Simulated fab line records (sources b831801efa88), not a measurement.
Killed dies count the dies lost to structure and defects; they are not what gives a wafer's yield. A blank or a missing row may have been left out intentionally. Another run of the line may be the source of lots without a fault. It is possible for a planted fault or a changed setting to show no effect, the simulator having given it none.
A lot that was struck, set against a sound lot :: flow sky130 :: 15 steps out of a route of 708
Sound: wafers L492.3, L492.4, L492.5. Struck: wafers L509.2, L509.4, L509.6. Last of all comes the cause.
Order at every step that has rows: each side's tool, ch and its chambers, its first start. Under that, the readings that differ: sound wafers :: struck wafers :: difference of the means :: sigmas: that difference in standard deviations of wafers without a fault.
alike: readings with means less than 2 such deviations apart, plus words and numbers identical on both sides. not compared: withheld readings, readings lacking a value on some wafer, bounds such as >300 that could conceal the same value, and numbers that have no deviation in the record and whose values overlap.
A row with sigmas, a row that says differs or no value, or rows on one side alone: a step with any of these is where the two part. Numbers that don't overlap but have no deviation are shown without sigmas and don't part them. A reading that every wafer of one side lacks parts them only if that side has two wafers or more.

first, 7 steps without rows for these wafers: SKY_RES_XHIGH_HMDS_01 (prime time 60 s); SKY_RES_XHIGH_COAT_02 (resist thk 1140 nm); SKY_RES_XHIGH_SOFTBAKE_03 (time 60 s); SKY_RES_XHIGH_EXPOSE_04 (exposes mask URPM, target cd 1270 nm); SKY_RES_XHIGH_PEB_05; SKY_RES_XHIGH_DEVELOP_06 (develop time 60 s); SKY_RES_XHIGH_IMPLANT_07.
SKY_RES_XHIGH_STRIP_08: strips in O2/N2.
  sound on plasma asher-03 ch 0,1, day 26 10:02; struck on plasma asher-04 ch 0,1, day 32 08:27
  alike: drypump motor current A, n2 flow sccm, oes product au, strip time to endpoint s
  not compared: rf hours counter h
SKY_RES_XHIGH_TW_MEAS_09:
  sound: film metro-02 at day 26 10:07; struck: film metro-01 at day 32 08:34
  alike: RES_XHIGH_TW
then, 3 steps without rows for these wafers: SKY_SD_N_DEHYDRATE_00 (time 60 s); SKY_SD_N_HMDS_01 (prime time 60 s); SKY_SD_N_COAT_02 (resist thk 1140 nm).
SKY_SD_N_SOFTBAKE_03: time 60 s.
  sound on litho track-02 ch 0, day 26 23:14; struck on litho track-04 ch 0, day 32 21:56
reading: heater power total W (W)
sound: 56.59 56.57 56.59
struck: 57.06 57.12 57.10
difference: +0.51
sigmas: +13

reading: plate temp C (C)
sound: 89.91 90.09 89.94
struck: 90.62 90.65 90.74
difference: +0.69
sigmas: +5
  alike: resist line temp C
then, 1 step without rows for these wafers: SKY_SD_N_EXPOSE_04 (exposes mask NSDM, target cd 380 nm).
-- a jump in the record: the struck wafers' starts before and after are 17 days apart (it breaks off in module SD_N and resumes in module PAD_OPEN, where the first step shown is number 708 of the route) --
SKY_PAD_OPEN_PROBE_99:
  only the struck wafers here have rows in the record (prober-01, day 49 16:35); the sound ones have none

WHERE THEY PART
Earliest at SKY_SD_N_SOFTBAKE_03; latest, in this record, at SKY_PAD_OPEN_PROBE_99.

WHY: what the simulator had put in
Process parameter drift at SKY_SD_N_SOFTBAKE_03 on litho track-04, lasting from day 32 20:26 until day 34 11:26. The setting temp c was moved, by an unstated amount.
